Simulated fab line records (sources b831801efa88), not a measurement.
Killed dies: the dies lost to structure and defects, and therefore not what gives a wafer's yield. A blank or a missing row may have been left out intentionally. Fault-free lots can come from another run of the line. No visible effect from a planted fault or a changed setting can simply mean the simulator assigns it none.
Which tool is to blame? | flow gf180mcu | 14 lots, 37 wafers sampled, at 6 steps of a route of 602

## WHAT THE GAUGES READ, wafer by wafer
GF_HV_LDD_TW_MEAS_38.
lot  | measured     | on            | HV_LDD_3_TW
L977 | day 11 20:49 | film-metro-01 | 1462 1463 1461
L979 | day 12 06:13 | film-metro-02 | 1431 1433 1425
L981 | day 12 18:55 | film-metro-02 | 1432 1433 1426
L980 | day 12 22:58 | film-metro-01 | 1459 1458 1454
L982 | day 13 09:39 | film-metro-01 | 1452 1459 1455
L983 | day 13 12:50 | film-metro-04 | 1418 1423 1425
L984 | day 14 04:44 | film-metro-02 | 1425 1429 1430
L985 | day 14 08:06 | film-metro-04 | 1420 1427 1427
L986 | day 14 21:38 | film-metro-02 | 1434 1426 1423
L987 | day 14 22:41 | film-metro-01 | 1456 1459 1459
L993 | day 17 03:59 | film-metro-04 | 1394
L995 | day 17 11:07 | film-metro-02 | 1396
L996 | day 17 19:33 | film-metro-02 | 1425 1394
L999 | day 18 17:23 | film-metro-02 | 1421 1428 1428

GF_HV_LDD_RS_MEAS_53: a four-point-probe measurement.
lot  | measured     | on            | HV_LDD_RS (ohm/sq)
L977 | day 12 16:55 | film-metro-02 | 418.2 418.1 418.8
L979 | day 13 01:49 | film-metro-02 | 418.0 419.4 419.3
L981 | day 13 14:50 | film-metro-02 | 417.3 417.5 419.1
L980 | day 13 19:31 | film-metro-04 | 419.8 419.8 421.3
L982 | day 14 05:47 | film-metro-02 | 417.6 418.2 417.5
L983 | day 14 09:51 | film-metro-01 | 418.5 417.1 417.4
L984 | day 15 02:22 | film-metro-02 | 419.1 418.8 418.6
L985 | day 15 05:38 | film-metro-01 | 418.6 417.6 418.3
L986 | day 15 18:42 | film-metro-02 | 416.9 417.9 416.9
L987 | day 15 20:36 | film-metro-04 | 417.4 417.8 417.9
L993 | day 18 03:48 | film-metro-01 | 421.0 421.9
L995 | day 18 10:07 | film-metro-02 | 423.3 422.7
L996 | day 18 19:01 | film-metro-01 | 419.5 424.1 419.3 424.7
L999 | day 19 18:03 | film-metro-01 | 416.8 418.0 418.2

GF_HV_LDD_THK_MEAS_57.
lot  | measured     | on            | HV_LDD_CVD_56_THK (nm)
L977 | day 12 19:32 | film-metro-02 | 89.9 90.1 90.8
L979 | day 13 05:52 | film-metro-01 | 88.6 89.3 88.9
L981 | day 13 17:26 | film-metro-04 | 91.5 91.2 91.6
L980 | day 13 22:22 | film-metro-01 | 91.0 91.1 90.5
L982 | day 14 08:24 | film-metro-02 | 89.8 89.4 90.5
L983 | day 14 12:29 | film-metro-04 | 91.5 91.6 90.7
L984 | day 15 05:34 | film-metro-04 | 90.5 90.3 90.4
L985 | day 15 09:25 | film-metro-04 | 90.0 91.0 90.9
L986 | day 15 22:33 | film-metro-04 | 90.5 90.6 90.0
L987 | day 16 02:17 | film-metro-01 | 89.4 90.1 89.0
L993 | day 18 09:48 | film-metro-04 | 89.7
L995 | day 19 03:59 | film-metro-02 | 90.7
L996 | day 19 02:35 | film-metro-02 | 90.6 89.4
L999 | day 19 21:23 | film-metro-04 | 90.0 90.3 90.5

GF_PSD_RS_MEAS_14: a four-point-probe measurement.
lot  | measured     | on            | NSD_RS (ohm/sq)
L977 | day 14 12:28 | film-metro-02 | 46.25 46.27 46.17
L979 | day 15 00:20 | film-metro-03 | 46.20 46.26 46.13
L981 | day 15 12:00 | film-metro-01 | 46.07 46.00 46.06
L980 | day 15 17:31 | film-metro-01 | 46.11 46.08 46.10
L982 | day 16 03:56 | film-metro-01 | 46.02 46.23 46.18
L983 | day 16 07:41 | film-metro-01 | 46.09 46.03 46.02
L984 | day 17 02:56 | film-metro-02 | 46.16 46.08 46.15
L985 | day 17 07:47 | film-metro-03 | 46.14 46.13 46.09
L986 | day 17 19:44 | film-metro-01 | 46.00 45.92 46.10
L987 | day 18 00:43 | film-metro-02 | 46.08 46.06 46.23
L993 | day 20 08:13 | film-metro-03 | 46.19
L995 | day 20 14:56 | film-metro-03 | 46.14
L996 | day 20 23:28 | film-metro-03 | 46.22 46.19
L999 | day 21 21:55 | film-metro-02 | 46.08 46.12 46.00

GF_SAB_CD_MEAS_09 targets a cd of 420 nm.
lot  | measured     | on        | cd-nm (nm)
L977 | day 15 09:20 | cd-sem-01 | 419.9 418.5 419.0
L979 | day 15 22:10 | cd-sem-02 | 420.7 419.5 419.3
L981 | day 16 09:57 | cd-sem-01 | 422.4 419.9 420.1
L980 | day 16 16:04 | cd-sem-01 | 423.0 422.0 421.0
L982 | day 17 01:55 | cd-sem-01 | 419.5 420.5 420.7
L983 | day 17 06:13 | cd-sem-02 | 421.9 419.6 420.9
L984 | day 18 02:17 | cd-sem-01 | 418.3 419.4 418.3
L985 | day 18 06:20 | cd-sem-02 | 421.7 424.0 422.6
L986 | day 18 18:40 | cd-sem-02 | 420.4 418.8 419.2
L987 | day 19 00:17 | cd-sem-01 | 422.4 424.4 422.0
L993 | day 21 08:32 | cd-sem-01 | 422.0
L995 | day 21 14:55 | cd-sem-01 | 422.9
L996 | day 21 23:22 | cd-sem-02 | 424.6 422.4
L999 | day 22 20:52 | cd-sem-01 | 422.6 420.8 422.2

## TOOL THAT RAN EACH LOT (tool first, then ch and the chambers of the sampled wafers, then the start)
lot  | GF_HV_LDD_IMPLANT_36
L977 | implanter-01 ch 0, day 11 20:34
L979 | implanter-04 ch 0, day 12 05:59
L981 | implanter-03 ch 0, day 12 18:43
L980 | implanter-04 ch 0, day 12 22:43
L982 | implanter-04 ch 0, day 13 09:26
L983 | implanter-03 ch 0, day 13 12:35
L984 | implanter-01 ch 0, day 14 04:30
L985 | implanter-01 ch 0, day 14 07:52
L986 | implanter-03 ch 0, day 14 21:23
L987 | implanter-04 ch 0, day 14 22:26
L993 | implanter-04 ch 0, day 17 03:44
L995 | implanter-04 ch 0, day 17 10:52
L996 | implanter-04 ch 0, day 17 19:20
L999 | implanter-01 ch 0, day 18 17:08
- GF_HV_LDD_IMPLANT_36

## WHAT THE TOOLS THEMSELVES READ (means of the sampled wafers that have a number; where no wafer has one, the mark that the record gives instead)
GF_HV_LDD_IMPLANT_36.
lot  | tool         | tilt-deg (degrees)
L977 | implanter-01 | 30.007
L979 | implanter-04 | 30.000
L981 | implanter-03 | 29.989
L980 | implanter-04 | 29.994
L982 | implanter-04 | 30.007
L983 | implanter-03 | 29.991
L984 | implanter-01 | 29.989
L985 | implanter-01 | 29.983
L986 | implanter-03 | 30.002
L987 | implanter-04 | 30.023
L993 | implanter-04 | 29.994
L995 | implanter-04 | 30.015
L996 | implanter-04 | 29.989
L999 | implanter-01 | 30.019

## THE ANSWER, worked out from the rows above alone
Rule: what is usual is taken from the lots themselves. Put in order of their means at a reading, lots are off if they are a third of the lots or fewer, leave a main group of 4 or more, and stand apart from it by a gap of 3 or more times the standard deviation of the main group's means; of several such gaps the widest counts. If all means in a main group match to the digits the tables above print for the reading, that group is not used. A lot without any number at a reading at which 4 lots or more have one is off too. The other lots that the step has rows for count as sound. The gauges are gone through in route order, then the tools' own readings, and for those a lot's mean is taken as printed above. The first step at which some lot is off is used, and at that step the reading that is off furthest; a lot without a number counts as furthest.
No lot is off at any reading shown: from this, nothing can be told.

## WHAT HAD BEEN PUT IN BY THE SIMULATOR
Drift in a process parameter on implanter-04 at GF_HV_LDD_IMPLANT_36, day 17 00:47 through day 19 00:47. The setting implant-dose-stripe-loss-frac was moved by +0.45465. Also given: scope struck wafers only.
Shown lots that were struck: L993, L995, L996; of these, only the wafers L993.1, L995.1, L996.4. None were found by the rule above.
